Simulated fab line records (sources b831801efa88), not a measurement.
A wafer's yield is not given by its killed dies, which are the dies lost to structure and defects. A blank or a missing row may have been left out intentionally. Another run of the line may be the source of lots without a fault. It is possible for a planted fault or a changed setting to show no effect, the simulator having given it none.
fab line records -- flow sky130
[record] lots = 12, wafers = 36, last_day = 50
route steps=708 shown VIA2@508 CAPM@538 PAD_OPEN@708
lots that met no fault: taken from a fault-free run of the same line
start_h: start of the lot's first displayed wafer, in hours after the record's first day -- wait_h: hours since the lot's step before -- " same as the row above -- L1.1+2: one row covering several wafers at once -- - either no value or no given start -- * or withheld: withheld -- < > ~ a bound
route shown NAME@n: names a module that has steps shown in the file, with the first one's number in the route -- usual: average and standard deviation across the fault-free wafers -- same: alike in all rows -- chamber/n: place in a boat -- sites: each site's reading -- _std_site: standard deviation across them -- _edge_site: mean of outer sites minus mean of inner sites -- radius_mm: for every site, how far away it sits from the centre of the wafer -- mask NAME#n: copy n -- behind: the most recent tool/chamber to have shaped the wafer -- hold: what put the lot on hold/how long, in hours/how the hold closed -- device: the transistor (n, p or np) that didn't switch -- end of line: at the end of the route, the tests of the same wafers -- for a step that has no rows: nothing shown but its recipe -- killed: at the first sort, the dies lost to defects and structure; wafer yield is something else -- map: shows each die of a wafer: x if killed, . if not, _ if none is there
set.NAME: setting as actually run; set.NAME@STEP: the setting as run at that earlier step -- model.NAME: the simulator's own value behind a step, which no gauge read
the route's steps for a sample of lots (tables are steps, rows are wafers)
services: a tool's chamber out of use, with start hour (start_h, from the record's first day; less than 0 if before it), hours out, and reason
[[steps]]
[step SKY_VIA2_THK_MEAS_01]
[recipe] reads = SiO2_of_VIA2_HDPCVD_00
[usual] VIA2_HDPCVD_THK = 1183/13
lot.wafer,tool,chamber,start_h,wait_h,VIA2_HDPCVD_THK[nm]
L380.3,film_metro-03,-,806.06,0.1,1165
L380.5,film_metro-03,-,806.06,0.1,1185
L380.6,film_metro-03,-,806.06,0.1,1199
L381.1,film_metro-03,-,811.21,0.1,1169
L381.5,film_metro-03,-,811.21,0.1,1188
L381.6,film_metro-03,-,811.21,0.1,1175
L382.3,film_metro-03,-,823.97,0.1,1172
L382.4,film_metro-03,-,823.97,0.1,1161
L382.6,film_metro-03,-,823.97,0.1,1177
L383.1,film_metro-03,-,835.19,0.1,1211
L383.2,film_metro-03,-,835.19,0.1,1194
L383.4,film_metro-03,-,835.19,0.1,1198
L384.4,film_metro-02,-,865.60,0.0,1172
L384.5,film_metro-02,-,865.60,0.0,1163
L384.6,film_metro-02,-,865.60,0.0,1175
L386.2,film_metro-03,-,865.89,0.1,1209
L386.3,film_metro-03,-,865.89,0.1,1218
L386.6,film_metro-03,-,865.89,0.1,1211
L385.1,film_metro-03,-,867.57,0.1,1204
L385.2,film_metro-03,-,867.57,0.1,1199
L385.6,film_metro-03,-,867.57,0.1,1216
L387.1,film_metro-02,-,871.74,0.1,1201
L387.2,film_metro-02,-,871.74,0.1,1212
L387.6,film_metro-02,-,871.74,0.1,1209
L388.1,film_metro-03,-,873.57,0.1,1175
L388.2,film_metro-03,-,873.57,0.1,1170
L388.4,film_metro-03,-,873.57,0.1,1183
L389.1,film_metro-01,-,902.24,0.1,1204
L389.4,film_metro-01,-,902.24,0.1,1188
L389.6,film_metro-01,-,902.24,0.1,1191
L395.2,film_metro-01,-,927.79,0.1,1186
L395.4,film_metro-01,-,927.79,0.1,1176
L395.5,film_metro-01,-,927.79,0.1,1175
L403.2,film_metro-01,-,981.46,0.1,1183
L403.3,film_metro-01,-,981.46,0.1,1181
L403.4,film_metro-01,-,981.46,0.1,1186
[step SKY_VIA2_CMP_02]
[recipe] material = SiO2, down_force_psi = 4, platen_rpm = 60, pad_velocity_m_s = 0.94248
[usual] motor_current_A = 12.3/1.2, platen_rpm = 59.99/0.046, slurry_flow_ml_min = 149.9/0.48
lot.wafer,tool,chamber,start_h,wait_h,motor_current_A,platen_rpm,slurry_flow_ml_min
L380.3,cmp-02,0,806.15,0.1,11.1,60.01,150.2
L380.5,cmp-02,3,806.15,0.1,11.8,59.98,149.8
L380.6,cmp-02,0,806.15,0.1,11.2,59.98,151.1
L381.1,cmp-02,1,811.32,0.1,13.4,59.90,150.7
L381.6,cmp-02,0,811.32,0.1,11.2,59.92,150.6
L381.5,cmp-02,1,811.32,0.1,13.6,59.95,150.9
L382.4,cmp-01,2,824.06,0.1,10.9,60.03,150.8
L382.3,cmp-01,0,824.06,0.1,13.4,60.07,150.0
L382.6,cmp-01,2,824.06,0.1,11.1,59.99,150.5
L383.2,cmp-01,0,835.30,0.1,13.3,59.99,148.6
L383.4,cmp-01,1,835.30,0.1,12.3,59.98,149.7
L383.1,cmp-01,2,835.30,0.1,10.8,60.02,149.8
L384.4,cmp-02,2,865.68,0.1,13.4,59.95,150.3
L384.5,cmp-02,1,865.68,0.1,13.2,60.04,149.7
L384.6,cmp-02,2,865.68,0.1,13.0,60.06,149.3
L386.2,cmp-01,1,865.99,0.1,13.2,59.96,149.0
L386.3,cmp-01,3,865.99,0.1,10.7,60.02,149.7
L386.6,cmp-01,1,865.99,0.1,12.5,59.96,148.8
L385.1,cmp-02,3,867.63,0.1,11.9,60.01,150.0
L385.2,cmp-02,1,867.63,0.1,13.7,60.00,150.1
L385.6,cmp-02,3,867.63,0.1,11.2,59.94,150.5
L387.2,cmp-02,2,871.80,0.0,12.7,60.02,150.4
L387.1,cmp-02,1,871.80,0.0,13.8,60.04,149.8
L387.6,cmp-02,2,871.80,0.0,12.7,60.01,150.5
L388.1,cmp-01,0,873.64,0.1,14.4,59.97,149.3
L388.2,cmp-01,1,873.64,0.1,13.1,60.00,150.0
L388.4,cmp-01,2,873.64,0.1,11.6,60.02,150.2
L389.1,cmp-01,3,902.30,0.1,10.9,60.00,150.5
L389.4,cmp-01,2,902.30,0.1,11.1,60.08,150.4
L389.6,cmp-01,0,902.30,0.1,14.6,60.01,150.7
L395.2,cmp-02,2,927.84,0.0,13.3,60.02,149.8
L395.4,cmp-02,3,927.84,0.0,10.7,59.97,149.3
L395.5,cmp-02,2,927.84,0.0,12.7,60.01,149.8
L403.3,cmp-02,3,981.56,0.1,10.9,60.00,149.4
L403.2,cmp-02,0,981.56,0.1,11.0,60.02,149.4
L403.4,cmp-02,1,981.56,0.1,13.3,60.03,150.0
[step SKY_CAPM_THK_MEAS_01]
[recipe] reads = SiO2_of_CAPM_CVD_00
[usual] CAPM_CVD_00_THK = 15.53/0.22
lot.wafer,tool,chamber,start_h,wait_h,CAPM_CVD_00_THK[nm]
L380.3,film_metro-03,-,835.51,-,15.66
L380.5,film_metro-03,-,835.51,-,15.65
L380.6,film_metro-03,-,835.51,-,15.96
L381.1,film_metro-03,-,840.58,-,15.64
L381.5,film_metro-03,-,840.58,-,15.81
L381.6,film_metro-03,-,840.58,-,16.00
L382.3,film_metro-03,-,853.55,-,15.49
L382.4,film_metro-03,-,853.55,-,15.74
L382.6,film_metro-03,-,853.55,-,15.87
L383.1,film_metro-03,-,863.76,-,15.41
L383.2,film_metro-03,-,863.76,-,15.29
L383.4,film_metro-03,-,863.76,-,15.60
L384.4,film_metro-03,-,895.34,-,15.52
L384.5,film_metro-03,-,895.34,-,15.45
L384.6,film_metro-03,-,895.34,-,15.27
L386.2,film_metro-03,-,895.68,-,15.53
L386.3,film_metro-03,-,895.68,-,15.71
L386.6,film_metro-03,-,895.68,-,15.90
L385.1,film_metro-01,-,896.54,-,15.15
L385.2,film_metro-01,-,896.54,-,15.35
L385.6,film_metro-01,-,896.54,-,15.75
L387.1,film_metro-03,-,900.71,-,15.33
L387.2,film_metro-03,-,900.71,-,15.67
L387.6,film_metro-03,-,900.71,-,15.65
L388.1,film_metro-01,-,903.00,-,15.40
L388.2,film_metro-01,-,903.00,-,15.63
L388.4,film_metro-01,-,903.00,-,15.67
L389.1,film_metro-04,-,929.12,-,15.37
L389.4,film_metro-04,-,929.12,-,15.89
L389.6,film_metro-04,-,929.12,-,15.58
L395.2,film_metro-03,-,953.73,-,15.85
L395.4,film_metro-03,-,953.73,-,16.14
L395.5,film_metro-03,-,953.73,-,16.35
L403.2,film_metro-01,-,1006.41,-,15.62
L403.3,film_metro-01,-,1006.41,-,15.97
L403.4,film_metro-01,-,1006.41,-,15.64
[step SKY_CAPM_METAL_ETCH_13]
[recipe] target_depth_nm = 220, stop_on = SiO2, chemistry = Cl2/BCl3, target = TiN, pressure_mtorr = 10, icp_w = 900, bias_w = 48.5, Cl2_flow_sccm = 60, bcl3_flow_sccm = 30, time_s = 62.9
[usual] drypump_motor_current_A = 5.7/0.42, oes_product_au = 0.943/0.0064, rf_fwd_power_W = 892/4.8, throttle_valve_pct = 21.901/0.0088
lot.wafer,tool,chamber,start_h,wait_h,drypump_motor_current_A,oes_product_au,rf_fwd_power_W,rf_hours_counter_h,throttle_valve_pct
L380.3,rie_metal-03,1,862.43,0.0,5.4,0.941,891,-,21.906
L380.5,rie_metal-03,0,862.43,0.0,6.6,0.939,896,-,21.897
L380.6,rie_metal-03,1,862.43,0.0,5.5,0.944,898,-,21.896
L381.1,rie_metal-03,1,867.76,0.0,5.4,0.946,888,15,21.898
L381.5,rie_metal-03,0,867.76,0.0,6.6,0.946,893,-,21.915
L381.6,rie_metal-03,1,867.76,0.0,5.4,0.948,890,-,21.884
L382.3,rie_metal-03,1,880.90,0.0,5.4,0.946,893,-,21.898
L382.4,rie_metal-03,0,880.90,0.0,6.6,0.950,890,-,21.889
L382.6,rie_metal-03,0,880.90,0.0,6.5,0.946,893,-,21.904
L383.1,rie_metal-02,0,890.97,0.0,5.6,0.937,886,8,21.889
L383.2,rie_metal-02,1,890.97,0.0,5.6,0.935,893,3,21.902
L383.4,rie_metal-02,0,890.97,0.0,5.6,0.935,884,-,21.903
L384.4,rie_metal-02,0,919.92,0.0,5.6,0.939,885,-,21.892
L384.5,rie_metal-02,0,919.92,0.0,5.7,0.945,886,-,21.910
L384.6,rie_metal-02,1,919.92,0.0,5.6,0.934,897,-,21.911
L386.2,rie_metal-01,1,920.19,0.0,5.2,0.942,900,1,21.898
L386.3,rie_metal-01,1,920.19,0.0,5.2,0.933,899,-,21.914
L386.6,rie_metal-01,1,920.19,0.0,5.2,0.950,900,-,21.898
L385.1,rie_metal-03,1,921.86,0.0,5.4,0.943,885,18,21.906
L385.2,rie_metal-03,0,921.86,0.0,6.6,0.943,891,4,21.906
L385.6,rie_metal-03,1,921.86,0.0,5.4,0.937,886,-,21.884
L387.1,rie_metal-03,0,924.96,0.0,6.6,0.940,891,4,21.902
L387.2,rie_metal-03,1,924.96,0.0,5.4,0.940,887,18,21.907
L387.6,rie_metal-03,0,924.96,0.0,6.6,0.932,893,-,21.906
L388.1,rie_metal-01,1,927.54,0.0,5.2,0.942,900,1,21.905
L388.2,rie_metal-01,0,927.54,0.0,5.6,0.946,888,10,21.909
L388.4,rie_metal-01,1,927.54,0.0,5.2,0.936,902,-,21.899
L389.1,rie_metal-02,0,952.99,0.0,5.6,0.947,888,11,21.894
L389.4,rie_metal-02,0,952.99,0.0,5.6,0.948,883,-,21.904
L389.6,rie_metal-02,0,952.99,0.0,5.6,0.948,885,-,21.903
L395.2,rie_metal-02,1,977.81,0.0,5.6,0.951,893,7,21.904
L395.4,rie_metal-02,1,977.81,0.0,5.6,0.945,893,-,21.902
L395.5,rie_metal-02,1,977.81,0.0,5.6,0.947,896,-,21.902
L403.2,rie_metal-03,1,1028.90,0.0,5.4,0.948,888,24,21.904
L403.3,rie_metal-03,0,1028.90,0.0,6.6,0.937,892,-,21.890
L403.4,rie_metal-03,1,1028.90,0.0,5.5,0.939,889,-,21.878
[step SKY_PAD_OPEN_PROBE_99]
[usual] defect_limited_yield = 82.5/1.9, killed_at_M0_to_M3 = 44/6.6, killed_at_M4_up = 3.0/2, killed_at_contacts = 24/5.1, killed_at_front_end = 15/4.1, killed_at_other = 0.4/0.62, killed_dies = 86/9.3, killed_open = 46/6.8, killed_short = 40/5.8, sort_bin_3_pad_short = 0.8/0.4, sort_bin_5_function = 10.3/1.4, sort_bin_6_memory = 6.4/1, sort_n_pass = 406/9.3, sort_yield_pct = 82.5/1.9
[same] gross_dies = 492, killed_at_back_side = 0, sort_bin_4_leakage[%] = 0, sort_bin_8_speed[%] = 0
lot.wafer,tool,chamber,start_h,wait_h,defect_limited_yield[%],killed_at_M0_to_M3,killed_at_M4_up,killed_at_contacts,killed_at_front_end,killed_at_other,killed_dies,killed_open,killed_short,sort_bin_3_pad_short[%],sort_bin_5_function[%],sort_bin_6_memory[%],sort_n_pass,sort_yield_pct[%]
L380.3,prober-02,-,1062.49,0.2,82.3,44,4,23,15,1,87,44,43,0.6,10.8,6.3,405,82.3
L380.5,prober-02,-,1062.59,0.2,81.5,47,7,22,15,0,91,45,46,1.2,10.8,6.5,401,81.5
L380.6,prober-02,-,1062.64,0.2,82.5,39,3,22,21,1,86,41,45,1.2,10.6,5.7,406,82.5
L381.1,prober-01,-,1071.33,0.1,81.5,46,2,29,14,0,91,47,44,1.2,10.6,6.7,401,81.5
L381.5,prober-01,-,1071.53,0.2,81.5,46,8,24,13,0,91,48,43,0.8,11.4,6.3,401,81.5
L381.6,prober-01,-,1071.58,0.2,82.3,41,5,24,17,0,87,42,45,1.0,10.4,6.3,405,82.3
L382.3,prober-02,-,1078.15,0.2,82.1,49,3,22,14,0,88,47,41,0.8,9.8,7.3,404,82.1
L382.4,prober-02,-,1078.20,0.2,82.5,38,4,24,18,2,86,48,38,0.8,11.4,5.3,406,82.5
L382.6,prober-02,-,1078.30,0.2,81.3,44,7,24,17,0,92,48,44,0.4,12.4,5.9,400,81.3
L383.1,prober-01,-,1084.02,0.1,81.9,39,1,32,17,0,89,55,34,1.6,10.0,6.5,403,81.9
L383.2,prober-01,-,1084.07,0.1,85.0,40,2,18,13,1,74,43,30,0.6,8.1,6.3,418,85.0
L383.4,prober-01,-,1084.17,0.2,81.5,42,1,28,19,1,91,50,40,0.8,10.4,7.3,401,81.5
L384.4,prober-02,-,1106.61,0.2,81.1,49,0,27,17,0,93,57,36,1.0,11.4,6.5,399,81.1
L384.5,prober-02,-,1106.66,0.2,80.3,47,3,32,15,0,97,53,42,1.2,13.0,5.5,395,80.3
L384.6,prober-02,-,1106.71,0.2,80.9,46,5,28,15,0,94,47,45,1.0,12.0,6.1,398,80.9
L386.2,prober-01,-,1107.83,0.1,81.7,50,4,20,16,0,90,42,48,1.6,10.2,6.5,402,81.7
L386.3,prober-01,-,1107.88,0.2,80.5,54,3,24,15,0,96,54,40,1.2,11.6,6.7,396,80.5
L386.6,prober-01,-,1108.03,0.2,82.9,33,3,30,18,0,84,51,33,1.0,9.6,6.5,408,82.9
L385.1,prober-02,-,1111.13,0.1,82.9,38,5,25,16,0,84,51,33,1.0,9.1,6.9,408,82.9
L385.2,prober-02,-,1111.18,0.1,88.0,28,0,13,18,0,59,32,27,0.4,7.1,4.5,433,88.0
L385.6,prober-02,-,1111.38,0.2,84.3,39,3,19,16,0,77,45,32,0.4,11.0,4.3,415,84.3
L387.1,prober-01,-,1112.93,0.1,82.3,40,3,26,17,1,87,42,45,0,10.4,7.3,405,82.3
L387.2,prober-01,-,1112.98,0.1,82.9,49,2,16,17,0,84,44,40,0.4,10.8,5.9,408,82.9
L387.6,prober-01,-,1113.18,0.2,83.1,36,2,23,22,0,83,47,36,0.6,11.0,5.3,409,83.1
L388.1,prober-01,-,1116.70,0.1,82.5,38,1,32,15,0,86,42,44,0.6,9.3,7.5,406,82.5
L388.2,prober-01,-,1116.75,0.1,79.7,47,3,30,20,0,100,62,38,0.6,13.4,6.3,392,79.7
L388.4,prober-01,-,1116.85,0.2,83.5,43,2,21,15,0,81,43,38,1.0,10.6,4.9,411,83.5
L389.1,prober-02,-,1139.28,0.1,84.3,44,4,18,10,1,77,44,33,0.2,9.1,6.3,415,84.3
L389.4,prober-02,-,1139.43,0.2,84.8,35,3,23,14,0,75,36,39,1.2,8.5,5.5,417,84.8
L389.6,prober-02,-,1139.53,0.2,84.8,40,3,25,7,0,75,32,43,0.6,10.4,4.3,417,84.8
L395.2,prober-02,-,1154.69,0.1,82.3,42,5,27,13,0,87,48,39,1.0,10.2,6.5,405,82.3
L395.4,prober-02,-,1154.79,0.2,80.1,41,11,28,18,0,98,49,49,0.6,12.4,6.9,394,80.1
L395.5,prober-02,-,1154.84,0.2,85.4,32,4,23,13,0,72,32,40,0.2,8.7,5.7,420,85.4
L403.2,prober-01,-,1191.80,0.1,85.0,32,3,25,13,1,74,36,38,0.6,10.0,4.5,418,85.0
L403.3,prober-01,-,1191.85,0.2,83.5,47,0,26,8,0,81,46,35,0.8,9.8,5.9,411,83.5
L403.4,prober-01,-,1191.90,0.2,82.5,37,5,23,21,0,86,51,34,0.4,8.9,8.1,406,82.5
// killed by level:class
L380.3 VIA1:geometric_particle:open=10 VIA2:geometric_particle:open=10 CONTACT:geometric_particle:open=8 FIELD_ISO:geometric_particle:short=7 METAL1:geometric_particle:short=7 LI_CONTACT:geometric_particle:open=5 METAL2:geometric_particle:short=5 CONTACT:geometric_particle:short=4
L380.5 VIA1:geometric_particle:open=15 CONTACT:geometric_particle:open=8 LI_CONTACT:geometric_particle:open=6 VIA1:geometric_particle:short=6 METAL2:geometric_particle:short=6 POLY_GATE:geometric_particle:open=5 METAL1:geometric_particle:short=5 VIA3:geometric_particle:short=5
L380.6 CONTACT:geometric_particle:open=9 VIA2:geometric_particle:open=9 POLY_GATE:geometric_particle:short=6 VIA1:geometric_particle:short=6 VIA1:geometric_particle:open=5 METAL2:geometric_particle:short=5 FIELD_ISO:geometric_particle:open=4 LI_CONTACT:geometric_particle:short=4
L381.1 CONTACT:geometric_particle:open=11 VIA1:geometric_particle:open=8 LOCAL_INTERCONNECT:geometric_particle:short=8 METAL1:geometric_particle:short=6 VIA2:geometric_particle:open=6 VIA3:geometric_particle:open=6 METAL3:geometric_particle:short=5 POLY_GATE:geometric_particle:short=4
L381.5 VIA2:geometric_particle:open=9 VIA1:geometric_particle:short=8 VIA1:geometric_particle:open=8 CONTACT:geometric_particle:open=7 METAL1:geometric_particle:short=6 POLY_GATE:geometric_particle:open=5 LI_CONTACT:geometric_particle:short=5 LI_CONTACT:geometric_particle:open=5
L381.6 VIA1:geometric_particle:open=13 LOCAL_INTERCONNECT:geometric_particle:short=8 CONTACT:geometric_particle:open=7 FIELD_ISO:geometric_particle:short=6 VIA2:geometric_particle:open=6 LI_CONTACT:geometric_particle:short=4 POLY_GATE:geometric_particle:open=4 METAL4:geometric_particle:short=4
L382.3 VIA1:geometric_particle:open=11 CONTACT:geometric_particle:open=11 POLY_GATE:geometric_particle:short=7 VIA3:geometric_particle:open=7 VIA2:geometric_particle:open=7 METAL1:geometric_particle:short=6 LI_CONTACT:geometric_particle:open=4 VIA1:geometric_particle:short=4
L382.4 VIA1:geometric_particle:open=11 CONTACT:geometric_particle:open=10 METAL2:geometric_particle:short=6 POLY_GATE:geometric_particle:open=5 POLY_GATE:geometric_particle:short=5 LI_CONTACT:geometric_particle:open=5 VIA2:geometric_particle:open=5 VIA3:geometric_particle:open=5
L382.6 CONTACT:geometric_particle:open=9 VIA1:geometric_particle:open=8 METAL2:geometric_particle:short=8 METAL4:geometric_particle:short=7 POLY_GATE:geometric_particle:open=6 CONTACT:geometric_particle:short=6 METAL1:geometric_particle:short=6 VIA3:geometric_particle:open=6
L383.1 VIA1:geometric_particle:open=16 CONTACT:geometric_particle:open=10 FIELD_ISO:geometric_particle:open=8 LI_CONTACT:geometric_particle:open=8 LOCAL_INTERCONNECT:geometric_particle:short=7 VIA1:geometric_particle:short=6 VIA2:geometric_particle:open=4 VIA3:geometric_particle:open=4
L383.2 VIA1:geometric_particle:open=11 CONTACT:geometric_particle:open=8 VIA2:geometric_particle:open=7 VIA3:geometric_particle:open=7 FIELD_ISO:geometric_particle:short=4 POLY_GATE:geometric_particle:short=4 VIA2:geometric_particle:short=4 METAL3:geometric_particle:short=4
L383.4 VIA1:geometric_particle:open=9 CONTACT:geometric_particle:open=9 LI_CONTACT:geometric_particle:open=8 VIA1:geometric_particle:short=8 FIELD_ISO:geometric_particle:open=6 POLY_GATE:geometric_particle:open=6 LOCAL_INTERCONNECT:geometric_particle:short=5 CONTACT:geometric_particle:short=5
L384.4 VIA3:geometric_particle:open=14 VIA1:geometric_particle:open=10 LI_CONTACT:geometric_particle:open=8 CONTACT:geometric_particle:open=7 LOCAL_INTERCONNECT:geometric_particle:short=6 FIELD_ISO:geometric_particle:short=5 POLY_GATE:geometric_particle:open=5 VIA2:geometric_particle:open=5
L384.5 VIA1:geometric_particle:open=14 CONTACT:geometric_particle:open=9 LI_CONTACT:geometric_particle:short=6 VIA2:geometric_particle:open=6 POLY_GATE:geometric_particle:short=5 VIA3:geometric_particle:open=5 LI_CONTACT:geometric_particle:open=5 LOCAL_INTERCONNECT:geometric_particle:short=5
L384.6 VIA1:geometric_particle:short=9 LI_CONTACT:geometric_particle:open=9 VIA1:geometric_particle:open=9 METAL1:geometric_particle:short=7 CONTACT:geometric_particle:open=7 VIA2:geometric_particle:open=7 POLY_GATE:geometric_particle:short=5 VIA3:geometric_particle:open=5
L386.2 METAL2:geometric_particle:short=10 VIA2:geometric_particle:open=9 LI_CONTACT:geometric_particle:open=8 METAL1:geometric_particle:short=7 CONTACT:geometric_particle:open=6 VIA1:geometric_particle:open=6 VIA2:geometric_particle:short=6 FIELD_ISO:geometric_particle:open=4
L386.3 CONTACT:geometric_particle:open=13 VIA1:geometric_particle:open=11 VIA2:geometric_particle:open=11 VIA1:geometric_particle:short=6 VIA3:geometric_particle:open=6 CONTACT:geometric_particle:short=5 VIA2:geometric_particle:short=4 FIELD_ISO:geometric_particle:short=3
L386.6 CONTACT:geometric_particle:open=15 VIA1:geometric_particle:open=11 FIELD_ISO:geometric_particle:open=7 CONTACT:geometric_particle:short=7 LI_CONTACT:geometric_particle:open=5 VIA2:geometric_particle:open=5 FIELD_ISO:geometric_particle:short=4 METAL1:geometric_particle:short=4
L385.1 CONTACT:geometric_particle:open=11 VIA1:geometric_particle:open=10 FIELD_ISO:geometric_particle:open=6 LI_CONTACT:geometric_particle:open=6 VIA1:geometric_particle:short=6 VIA3:geometric_particle:open=6 METAL1:geometric_particle:short=5 LI_CONTACT:geometric_particle:short=4
L385.2 CONTACT:geometric_particle:open=7 VIA1:geometric_particle:open=7 FIELD_ISO:geometric_particle:open=5 POLY_GATE:geometric_particle:open=5 VIA1:geometric_particle:short=5 CONTACT:geometric_particle:short=4 METAL2:geometric_particle:short=3 VIA2:geometric_particle:short=3
L385.6 CONTACT:geometric_particle:open=8 VIA1:geometric_particle:open=8 VIA2:geometric_particle:open=8 VIA3:geometric_particle:open=7 POLY_GATE:geometric_particle:short=5 CONTACT:geometric_particle:short=5 LI_CONTACT:geometric_particle:open=4 METAL1:geometric_particle:short=4
L387.1 VIA1:geometric_particle:open=10 CONTACT:geometric_particle:short=8 LI_CONTACT:geometric_particle:open=7 VIA3:geometric_particle:open=7 CONTACT:geometric_particle:open=6 POLY_GATE:geometric_particle:short=5 METAL3:geometric_particle:short=5 METAL1:geometric_particle:short=4
L387.2 VIA1:geometric_particle:open=13 METAL2:geometric_particle:short=7 VIA2:geometric_particle:open=6 METAL1:geometric_particle:short=5 POLY_GATE:geometric_particle:open=4 LI_CONTACT:geometric_particle:open=4 CONTACT:geometric_particle:open=4 VIA1:geometric_particle:short=4
L387.6 CONTACT:geometric_particle:open=11 VIA1:geometric_particle:open=8 FIELD_ISO:geometric_particle:short=6 VIA1:geometric_particle:short=6 VIA2:geometric_particle:open=6 POLY_GATE:geometric_particle:open=5 LOCAL_INTERCONNECT:geometric_particle:short=5 VIA3:geometric_particle:open=5
L388.1 CONTACT:geometric_particle:open=11 METAL1:geometric_particle:short=8 LI_CONTACT:geometric_particle:open=7 VIA3:geometric_particle:open=7 POLY_GATE:geometric_particle:short=6 VIA1:geometric_particle:open=6 FIELD_ISO:geometric_particle:short=5 CONTACT:geometric_particle:short=5
L388.2 VIA1:geometric_particle:open=14 LI_CONTACT:geometric_particle:open=9 CONTACT:geometric_particle:open=9 METAL1:geometric_particle:short=8 FIELD_ISO:geometric_particle:open=7 LI_CONTACT:geometric_particle:short=6 VIA2:geometric_particle:open=5 VIA3:geometric_particle:open=5
L388.4 VIA1:geometric_particle:open=12 CONTACT:geometric_particle:open=10 VIA1:geometric_particle:short=7 VIA3:geometric_particle:open=6 POLY_GATE:geometric_particle:short=5 METAL1:geometric_particle:short=5 FIELD_ISO:geometric_particle:open=4 METAL2:geometric_particle:short=4
L389.1 CONTACT:geometric_particle:open=10 VIA2:geometric_particle:open=9 METAL2:geometric_particle:short=7 VIA1:geometric_particle:open=6 POLY_GATE:geometric_particle:short=4 VIA1:geometric_particle:short=4 CONTACT:geometric_particle:short=4 METAL1:geometric_particle:short=4
L389.4 METAL2:geometric_particle:short=9 LI_CONTACT:geometric_particle:open=8 FIELD_ISO:geometric_particle:short=7 CONTACT:geometric_particle:open=6 METAL1:geometric_particle:short=6 VIA1:geometric_particle:open=5 METAL3:geometric_particle:short=4 FIELD_ISO:geometric_particle:open=3
L389.6 VIA1:geometric_particle:open=9 VIA1:geometric_particle:short=8 METAL2:geometric_particle:short=7 CONTACT:geometric_particle:short=7 CONTACT:geometric_particle:open=7 LI_CONTACT:geometric_particle:open=5 METAL3:geometric_particle:short=4 VIA2:geometric_particle:open=4
L395.2 VIA1:geometric_particle:open=18 CONTACT:geometric_particle:open=9 LOCAL_INTERCONNECT:geometric_particle:short=6 VIA3:geometric_particle:open=6 VIA1:geometric_particle:short=5 FIELD_ISO:geometric_particle:open=4 LI_CONTACT:geometric_particle:open=4 CONTACT:geometric_particle:short=4
L395.4 CONTACT:geometric_particle:open=10 METAL4:geometric_particle:short=9 VIA1:geometric_particle:open=7 VIA2:geometric_particle:open=7 LI_CONTACT:geometric_particle:open=6 CONTACT:geometric_particle:short=6 METAL1:geometric_particle:short=6 VIA3:geometric_particle:open=6
L395.5 CONTACT:geometric_particle:open=8 LI_CONTACT:geometric_particle:open=6 VIA1:geometric_particle:short=6 VIA1:geometric_particle:open=6 FIELD_ISO:geometric_particle:short=5 METAL2:geometric_particle:short=4 METAL4:geometric_particle:short=4 POLY_GATE:geometric_particle:open=3
L403.2 CONTACT:geometric_particle:short=10 VIA1:geometric_particle:open=8 VIA2:geometric_particle:open=7 CONTACT:geometric_particle:open=6 VIA3:geometric_particle:open=6 POLY_GATE:geometric_particle:short=4 LI_CONTACT:geometric_particle:short=4 FIELD_ISO:geometric_particle:short=3
L403.3 VIA1:geometric_particle:open=11 CONTACT:geometric_particle:open=10 LI_CONTACT:geometric_particle:open=7 VIA2:geometric_particle:open=7 METAL2:geometric_particle:short=6 VIA3:geometric_particle:short=6 CONTACT:geometric_particle:short=5 METAL1:geometric_particle:short=4
L403.4 CONTACT:geometric_particle:open=9 VIA3:geometric_particle:open=8 POLY_GATE:geometric_particle:short=7 POLY_GATE:geometric_particle:open=7 VIA1:geometric_particle:open=7 VIA2:geometric_particle:open=7 LI_CONTACT:geometric_particle:open=5 LOCAL_INTERCONNECT:geometric_particle:short=4
[[services]]
tool,chamber,start_h,hours,kind
rie_metal-02,1,810.73,-,clean
rie_metal-02,1,810.73,10.8,scheduled_down
rie_metal-02,1,810.73,10.8,vent_cycle
rie_metal-03,0,817.09,-,clean
rie_metal-03,0,817.09,18.9,scheduled_down
rie_metal-03,0,817.09,18.9,vent_cycle
rie_metal-01,-,828.55,14.6,pm
cmp-01,-,828.92,1.5,repair
cmp-02,-,860.25,0.6,repair
rie_metal-01,1,882.16,-,clean
rie_metal-01,1,882.16,15.7,scheduled_down
rie_metal-01,1,882.16,15.7,vent_cycle
cmp-02,-,890.01,0.8,repair
rie_metal-02,1,905.05,10.4,repair
cmp-02,-,907.97,0.5,repair
cmp-01,-,912.00,4.0,pm
cmp-01,-,916.00,-,consumable_replace:conditioner
cmp-01,-,916.00,-,consumable_replace:pad
cmp-02,-,967.95,6.4,pm
cmp-01,-,972.04,1.9,repair
rie_metal-02,-,978.21,2.8,pm
cmp-02,-,1020.13,6.5,pm
cmp-01,-,1026.65,5.8,pm
[[key]]
[first_sign] step = SKY_CAPM_THK_MEAS_01, reading = CAPM_CVD_00_THK, direction = up, sigmas = 2.7, usual = 15.53, struck = 16.12
effect none on later readings
met_at SKY_CAPM_THK_MEAS_01
struck_lots L395
not_acting_at SKY_VIA2_THK_MEAS_01,SKY_VIA2_CMP_02,SKY_CAPM_METAL_ETCH_13
onset_between 900.71 953.73
[fault] kind = metrology_matching_offset, tool = film_metro-03, chamber = -, onset_h = 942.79, steps = SKY_CAPM_THK_MEAS_01, param = thk_nm, offset = 0.46194
